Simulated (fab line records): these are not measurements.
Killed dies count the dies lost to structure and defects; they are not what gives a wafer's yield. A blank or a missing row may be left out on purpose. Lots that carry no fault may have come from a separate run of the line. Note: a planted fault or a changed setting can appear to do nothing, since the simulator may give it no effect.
Which of the tools did it? :: flow sky130 :: 10 lots, 30 wafers sampled, at 6 steps of a route of 708

## WHAT EACH GAUGE READ, for each wafer
SKY_VIA3_CD_MEAS_12: the cd target is 200 nm.
lot: L965
measured: day 39 14:11
on: cdSem-01
cdNm (nm): 201.9 201.8 202.5

lot: L966
measured: day 39 22:00
on: cdSem-01
cdNm (nm): 199.9 199.5 199.4

lot: L967
measured: day 40 03:20
on: cdSem-01
cdNm (nm): 200.1 199.8 199.1

lot: L969
measured: day 41 07:45
on: cdSem-02
cdNm (nm): 199.4 200.5 199.7

lot: L970
measured: day 42 08:05
on: cdSem-02
cdNm (nm): 202.9 202.7 202.5

lot: L974
measured: day 42 13:11
on: cdSem-02
cdNm (nm): 199.6 201.3 200.4

lot: L975
measured: day 42 15:28
on: cdSem-02
cdNm (nm): 199.4 201.4 200.2

lot: L980
measured: day 44 01:41
on: cdSem-01
cdNm (nm): 201.1 202.2 202.2

lot: L985
measured: day 45 09:11
on: cdSem-02
cdNm (nm): 199.2 198.1 197.2

lot: L987
measured: day 45 17:13
on: cdSem-02
cdNm (nm): 198.7 198.4 200.0

SKY_VIA3_OVL_MEAS_13.
lot: L965
measured: day 39 14:19
on: overlay-02
VIA3_OVL (nm): -1 2 -4

lot: L966
measured: day 39 22:06
on: overlay-01
VIA3_OVL (nm): -6 -3 -1

lot: L967
measured: day 40 03:27
on: overlay-02
VIA3_OVL (nm): 5 3 -3

lot: L969
measured: day 41 07:50
on: overlay-02
VIA3_OVL (nm): 1 1 1

lot: L970
measured: day 42 08:13
on: overlay-02
VIA3_OVL (nm): -6 0 -5

lot: L974
measured: day 42 13:19
on: overlay-02
VIA3_OVL (nm): 5 4 1

lot: L975
measured: day 42 15:34
on: overlay-02
VIA3_OVL (nm): -10 -9 -11

lot: L980
measured: day 44 01:49
on: overlay-02
VIA3_OVL (nm): -1 1 0

lot: L985
measured: day 45 09:19
on: overlay-01
VIA3_OVL (nm): 9 13 9

lot: L987
measured: day 45 17:19
on: overlay-01
VIA3_OVL (nm): 1 4 11

SKY_CAP2M_THK_MEAS_01.
lot: L965
measured: day 39 15:53
on: filmMetro-02
CAP2M_CVD_00_THK (nm): 15.29 15.37 15.60

lot: L966
measured: day 39 23:55
on: filmMetro-01
CAP2M_CVD_00_THK (nm): 14.91 15.32 15.45

lot: L967
measured: day 40 05:03
on: filmMetro-01
CAP2M_CVD_00_THK (nm): 15.52 15.48 15.63

lot: L969
measured: day 41 10:08
on: filmMetro-02
CAP2M_CVD_00_THK (nm): 15.79 15.85 15.82

lot: L970
measured: day 42 09:47
on: filmMetro-03
CAP2M_CVD_00_THK (nm): 15.40 15.58 15.88

lot: L974
measured: day 42 14:55
on: filmMetro-01
CAP2M_CVD_00_THK (nm): 15.33 15.51 15.63

lot: L975
measured: day 42 17:25
on: filmMetro-01
CAP2M_CVD_00_THK (nm): 15.13 15.31 15.42

lot: L980
measured: day 44 03:27
on: filmMetro-02
CAP2M_CVD_00_THK (nm): 15.41 15.50 15.73

lot: L985
measured: day 45 10:55
on: filmMetro-02
CAP2M_CVD_00_THK (nm): 15.16 15.23 15.25

lot: L987
measured: day 45 18:54
on: filmMetro-01
CAP2M_CVD_00_THK (nm): 15.20 15.39 15.55

SKY_CAP2M_RS_MEAS_03: uses a four-point probe to measure.
lot: L965
measured: day 39 16:03
on: filmMetro-03
CAP2M_TIN_RS (ohm/sq): 6.82 6.81 6.84

lot: L966
measured: day 40 00:06
on: filmMetro-03
CAP2M_TIN_RS (ohm/sq): 6.85 6.78 6.86

lot: L967
measured: day 40 05:13
on: filmMetro-02
CAP2M_TIN_RS (ohm/sq): 6.81 6.84 6.89

lot: L969
measured: day 41 10:20
on: filmMetro-03
CAP2M_TIN_RS (ohm/sq): 6.85 6.91 6.78

lot: L970
measured: day 42 09:57
on: filmMetro-02
CAP2M_TIN_RS (ohm/sq): 6.97 6.94 7.04

lot: L974
measured: day 42 15:05
on: filmMetro-01
CAP2M_TIN_RS (ohm/sq): 7.30 7.23 7.24

lot: L975
measured: day 42 17:36
on: filmMetro-03
CAP2M_TIN_RS (ohm/sq): 7.28 7.23 7.23

lot: L980
measured: day 44 03:37
on: filmMetro-03
CAP2M_TIN_RS (ohm/sq): 6.98 6.95 6.99

lot: L985
measured: day 45 11:05
on: filmMetro-01
CAP2M_TIN_RS (ohm/sq): 6.87 6.91 6.91

lot: L987
measured: day 45 19:05
on: filmMetro-02
CAP2M_TIN_RS (ohm/sq): 6.93 6.88 6.93

SKY_CAP2M_THK_MEAS_04: measures by xrf.
lot: L965
measured: day 39 16:10
on: filmMetro-03
CAP2M_TIN_THK (nm): 203.2 204.7 203.8

lot: L966
measured: day 40 00:13
on: filmMetro-03
CAP2M_TIN_THK (nm): 204.3 204.9 203.5

lot: L967
measured: day 40 05:20
on: filmMetro-02
CAP2M_TIN_THK (nm): 202.3 202.2 201.3

lot: L969
measured: day 41 10:25
on: filmMetro-03
CAP2M_TIN_THK (nm): 203.6 202.6 206.0

lot: L970
measured: day 42 10:04
on: filmMetro-02
CAP2M_TIN_THK (nm): 199.9 200.1 197.7

lot: L974
measured: day 42 15:12
on: filmMetro-01
CAP2M_TIN_THK (nm): 191.6 192.4 193.1

lot: L975
measured: day 42 17:43
on: filmMetro-03
CAP2M_TIN_THK (nm): 192.1 193.0 193.7

lot: L980
measured: day 44 03:44
on: filmMetro-03
CAP2M_TIN_THK (nm): 199.6 200.8 198.5

lot: L985
measured: day 45 11:13
on: filmMetro-01
CAP2M_TIN_THK (nm): 203.5 202.9 200.9

lot: L987
measured: day 45 19:11
on: filmMetro-02
CAP2M_TIN_THK (nm): 201.7 202.7 202.0

## WHICH TOOL RAN EACH LOT (tool, then ch and the chambers of the sampled wafers, then the start)
lot: L965
SKY_CAP2M_SPUTTER_02: pvdSputter-03, day 39 15:56

lot: L966
SKY_CAP2M_SPUTTER_02: pvdSputter-04, day 39 23:58

lot: L967
SKY_CAP2M_SPUTTER_02: pvdSputter-03, day 40 05:07

lot: L969
SKY_CAP2M_SPUTTER_02: pvdSputter-02, day 41 10:10

lot: L970
SKY_CAP2M_SPUTTER_02: pvdSputter-03, day 42 09:50

lot: L974
SKY_CAP2M_SPUTTER_02: pvdSputter-03, day 42 14:58

lot: L975
SKY_CAP2M_SPUTTER_02: pvdSputter-03, day 42 17:28

lot: L980
SKY_CAP2M_SPUTTER_02: pvdSputter-04, day 44 03:31

lot: L985
SKY_CAP2M_SPUTTER_02: pvdSputter-04, day 45 10:59

lot: L987
SKY_CAP2M_SPUTTER_02: pvdSputter-02, day 45 18:57
- SKY_CAP2M_SPUTTER_02: material TiN, target thk 200 nm, time 166.7 s.

## WHAT THE TOOLS THEMSELVES READ (means of the sampled wafers that have a number; where no wafer has one, the mark that the record gives instead)
SKY_CAP2M_SPUTTER_02.
lot: L965
tool: pvdSputter-03
susceptorTempC (C): 299.91
throttleValvePct (%): 30.4

lot: L966
tool: pvdSputter-04
susceptorTempC (C): 300.10
throttleValvePct (%): 30.0

lot: L967
tool: pvdSputter-03
susceptorTempC (C): 299.88
throttleValvePct (%): 30.7

lot: L969
tool: pvdSputter-02
susceptorTempC (C): 299.88
throttleValvePct (%): 30.3

lot: L970
tool: pvdSputter-03
susceptorTempC (C): 299.66
throttleValvePct (%): 30.4

lot: L974
tool: pvdSputter-03
susceptorTempC (C): -
throttleValvePct (%): 30.5

lot: L975
tool: pvdSputter-03
susceptorTempC (C): -
throttleValvePct (%): 30.2

lot: L980
tool: pvdSputter-04
susceptorTempC (C): 299.99
throttleValvePct (%): 30.4

lot: L985
tool: pvdSputter-04
susceptorTempC (C): 300.15
throttleValvePct (%): 30.0

lot: L987
tool: pvdSputter-02
susceptorTempC (C): 300.06
throttleValvePct (%): 29.8

## THE ANSWER, worked out from the rows above alone
Rule: usual is defined by the lots themselves. The widest of any qualifying gaps counts: lots, ordered by their means at a reading, are off when they make up no more than a third of the lots, leave a main group of 4 or more, and stand apart from it by 3 or more times the standard deviation of that group's means. The tables above print the reading to a certain number of digits; a main group whose means all agree to those digits is not used. A lot without any number at a reading at which 4 lots or more have one is off too. Where the step has rows for the other lots, those lots are counted as sound. The gauges are gone through in route order, then the tools' own readings, and for those a lot's mean is taken as printed above. At the first step where some lot is off, the reading lying furthest off is the one used; lots without a number count as furthest.
Off: L974, L975, seen at SKY_CAP2M_RS_MEAS_03 (CAP2M_TIN_RS). For the main group the mean is 6.89 ohm/sq and the standard deviation 0.059.
If a tool, at a process step before that reading, ran all the lots that are off and no sound lot after the first of them, it fits. The gauges at SKY_CAP2M_RS_MEAS_03 aren't tried: what is off there is off at SKY_CAP2M_SPUTTER_02 too, on other tools, and a gauge's error can't cause that. One fits: pvdSputter-03 at SKY_CAP2M_SPUTTER_02. A fault onset in the window from L970 (day 42 09:50, its last sound lot) to L974 (day 42 14:58, its first lot off) fits.
Blank at SKY_CAP2M_SPUTTER_02 on the lots that are off, where sound lots have numbers: susceptorTempC.

## WHAT HAD BEEN PUT IN BY THE SIMULATOR
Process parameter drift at SKY_CAP2M_SPUTTER_02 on pvdSputter-03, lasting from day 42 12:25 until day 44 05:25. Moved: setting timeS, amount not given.
Struck lots among those shown: L974, L975. The rule above found the same.
